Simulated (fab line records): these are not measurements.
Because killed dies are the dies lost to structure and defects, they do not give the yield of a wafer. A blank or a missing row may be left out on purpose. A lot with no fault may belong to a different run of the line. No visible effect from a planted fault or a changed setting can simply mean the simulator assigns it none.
Which of the tools did it?	flow gf180mcu	Sampling: 12 lots, 36 wafers, 5 of 602 route steps

== WHAT THE GAUGES SHOWED, per wafer ==
GF_M5_OVL_MEAS_08. Usual: M5_OVL -1 nm, standard deviation 7.
lot	measured	on	M5_OVL (nm)	flag
L399	day 26 23:17	overlay-01	1 11 8	
L400	day 27 00:50	overlay-01	1 -5 4	
L401	day 27 12:44	overlay-01	-7 0 -8	
L402	day 27 23:19	overlay-01	-2 -9 1	
L404	day 28 10:04	overlay-02	0 -5 9	
L405	day 28 20:10	overlay-01	-5 -17 -5	
L407	day 29 09:13	overlay-02	-1 -2 -4	
L408	day 30 00:25	overlay-01	-5 2 2	
L410	day 30 09:04	overlay-01	1 5 -1	
L411	day 30 15:20	overlay-01	-5 4 -1	
L413	day 31 11:10	overlay-01	5 4 -2	
L420	day 32 20:34	overlay-02	-6 -10 5	

GF_PASSIVATION_THK_MEAS_01. Usual: PASSIVATION_CVD_00_THK 1004 nm, standard deviation 13.
lot	measured	on	PASSIVATION_CVD_00_THK (nm)	flag
L399	day 28 18:18	film metro-04	1005 1027 1008	
L400	day 28 20:05	film metro-02	1012 1016 1013	
L401	day 29 07:34	film metro-02	1000 990 1014	
L402	day 29 17:31	film metro-01	997 1001 998	
L404	day 30 03:10	film metro-02	1005 1018 1010	
L405	day 30 13:12	film metro-01	997 998 1015	
L407	day 31 01:55	film metro-04	1007 1004 1026	
L408	day 31 15:35	film metro-01	1043 1048 1058	OFF
L410	day 31 23:59	film metro-04	994 982 1015	
L411	day 32 06:29	film metro-04	1000 1014 1024	
L413	day 33 00:47	film metro-01	1033 1051 1054	OFF
L420	day 34 08:01	film metro-04	969 997 1001	

== TOOL THAT RAN EACH LOT (tool first, then ch and the chambers of the sampled wafers, then the start) ==
lot	GF_MIM_SPUTTER_07	GF_V5_SPUTTER_22	GF_PASSIVATION_CVD_00
L399	pvd sputter-01, day 25 04:38	pvd sputter-02, day 27 21:15	pecvd-02 ch 0,1,2, day 28 18:14
L400	pvd sputter-02, day 25 05:35	pvd sputter-03, day 27 22:50	pecvd-04 ch 0,2, day 28 19:59
L401	pvd sputter-04, day 25 18:40	pvd sputter-03, day 28 10:46	pecvd-02 ch 0,1,2, day 29 07:29
L402	pvd sputter-04, day 26 06:33	pvd sputter-02, day 28 20:58	pecvd-04 ch 1,2, day 29 17:26
L404	pvd sputter-04, day 26 17:29	pvd sputter-01, day 29 07:06	pecvd-02 ch 1,2, day 30 03:05
L405	pvd sputter-04, day 27 04:35	pvd sputter-01, day 29 16:51	pecvd-02 ch 0,1,2, day 30 13:07
L407	pvd sputter-02, day 27 18:26	pvd sputter-01, day 30 06:21	pecvd-02 ch 0,2, day 31 01:50
L408	pvd sputter-04, day 28 10:26	pvd sputter-02, day 30 20:49	pecvd-02 ch 0,2, day 31 15:31
L410	pvd sputter-04, day 28 18:45	pvd sputter-03, day 31 05:37	pecvd-04 ch 0,1,2, day 31 23:55
L411	pvd sputter-04, day 29 02:19	pvd sputter-03, day 31 10:58	pecvd-04 ch 1,2, day 32 06:23
L413	pvd sputter-01, day 29 22:26	pvd sputter-02, day 32 06:25	pecvd-02 ch 0,1, day 33 00:41
L420	pvd sputter-02, day 31 10:28	pvd sputter-02, day 33 14:38	pecvd-03 ch 0,1,2, day 34 07:56
- GF_MIM_SPUTTER_07: material TiN, target thk 60 nm, time 50 s.
- GF_V5_SPUTTER_22: material TiN, target thk 10 nm, time 40 s.
- GF_PASSIVATION_CVD_00: deposits SiO2 from TEOS, target thk 1000 nm, time 111.95 s.

== WHAT THE TOOLS THEMSELVES READ (means of the sampled wafers that have a number; where no wafer has one, the mark that the record gives instead) ==
GF_MIM_SPUTTER_07. Usual: chamber pressure pa 0.4000 Pa, standard deviation 0.00081; throttle valve pct 30.3 %, standard deviation 0.87.
lot	tool	chamber pressure pa (Pa)	throttle valve pct (%)	flag
L399	pvd sputter-01	0.4015	30.6	
L400	pvd sputter-02	0.3998	30.3	
L401	pvd sputter-04	0.4003	30.4	
L402	pvd sputter-04	0.3994	30.3	
L404	pvd sputter-04	0.4003	31.1	
L405	pvd sputter-04	0.3993	29.9	
L407	pvd sputter-02	0.4004	30.6	
L408	pvd sputter-04	0.4004	30.1	
L410	pvd sputter-04	0.4003	30.4	
L411	pvd sputter-04	0.4007	30.4	
L413	pvd sputter-01	0.4004	30.6	
L420	pvd sputter-02	0.4005	30.2	

GF_V5_SPUTTER_22. Usual: chamber pressure pa 4.999 Pa, standard deviation 0.0096; throttle valve pct 30.3 %, standard deviation 0.89.
lot	tool	chamber pressure pa (Pa)	throttle valve pct (%)	flag
L399	pvd sputter-02	4.996	30.9	
L400	pvd sputter-03	4.989	30.4	
L401	pvd sputter-03	5.000	29.4	
L402	pvd sputter-02	4.998	30.1	
L404	pvd sputter-01	4.993	30.3	
L405	pvd sputter-01	5.000	30.1	
L407	pvd sputter-01	5.001	30.5	
L408	pvd sputter-02	5.004	30.8	
L410	pvd sputter-03	5.001	29.9	
L411	pvd sputter-03	5.008	30.3	
L413	pvd sputter-02	5.005	29.9	
L420	pvd sputter-02	5.001	30.6	

GF_PASSIVATION_CVD_00. Usual: heater power w 677 W, standard deviation 98; run length s 139.7 s, standard deviation 0.56; susceptor temp C 399.99 C, standard deviation 0.23.
lot	tool	heater power w (W)	run length s (s)	susceptor temp C (C)	flag
L399	pecvd-02	614	139.5	399.92	
L400	pecvd-04	797	139.7	400.04	
L401	pecvd-02	616	139.1	399.94	
L402	pecvd-04	727	140.0	400.03	
L404	pecvd-02	713	139.8	399.90	
L405	pecvd-02	664	139.3	400.09	
L407	pecvd-02	554	139.1	399.93	
L408	pecvd-02	564	143.0	400.03	OFF
L410	pecvd-04	798	139.9	399.92	
L411	pecvd-04	731	140.0	399.66	
L413	pecvd-02	628	142.9	399.86	OFF
L420	pecvd-03	695	140.1	400.11	

== THE ANSWER, worked out from the rows above alone ==
Rule: take the mean of a lot's wafers that have a number; if it is more than 3 standard deviations from the usual mean, the lot is off. A lot without any number at a reading at which 4 lots or more have one is off too. Any other lot the step has rows for is counted as sound. Order of review: gauges by route order, followed by the tools' own readings, for which a lot's mean as printed above is used. At the first step where some lot is off, the reading lying furthest off is the one used; lots without a number count as furthest.
Off: L408, L413, at GF_PASSIVATION_THK_MEAS_01 (PASSIVATION_CVD_00_THK).
A tool fits if, at a process step before that reading, it ran every lot that is off, and no sound lot after the first of them. The gauges at GF_PASSIVATION_THK_MEAS_01 aren't tried: what is off there is off at GF_PASSIVATION_CVD_00 too, on other tools, and a gauge's error can't cause that. One fits: GF_PASSIVATION_CVD_00 on pecvd-02. Its last sound lot is L407 (day 31 01:50), its first lot that is off L408 (day 31 15:31): a fault that began between those two fits.
The tool's own readings at GF_PASSIVATION_CVD_00 bear it out: on the lots that are off they differ by more than 5 times the standard deviation of the sound lots' means. run length s reads 142.9 s there against 139.7 s on the sound lots.

== WHAT THE SIMULATOR HAD INSERTED ==
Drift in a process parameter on pecvd-02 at GF_PASSIVATION_CVD_00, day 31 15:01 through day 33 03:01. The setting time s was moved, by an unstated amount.
Shown lots that were struck: L408, L413. Same finding as the rule above.
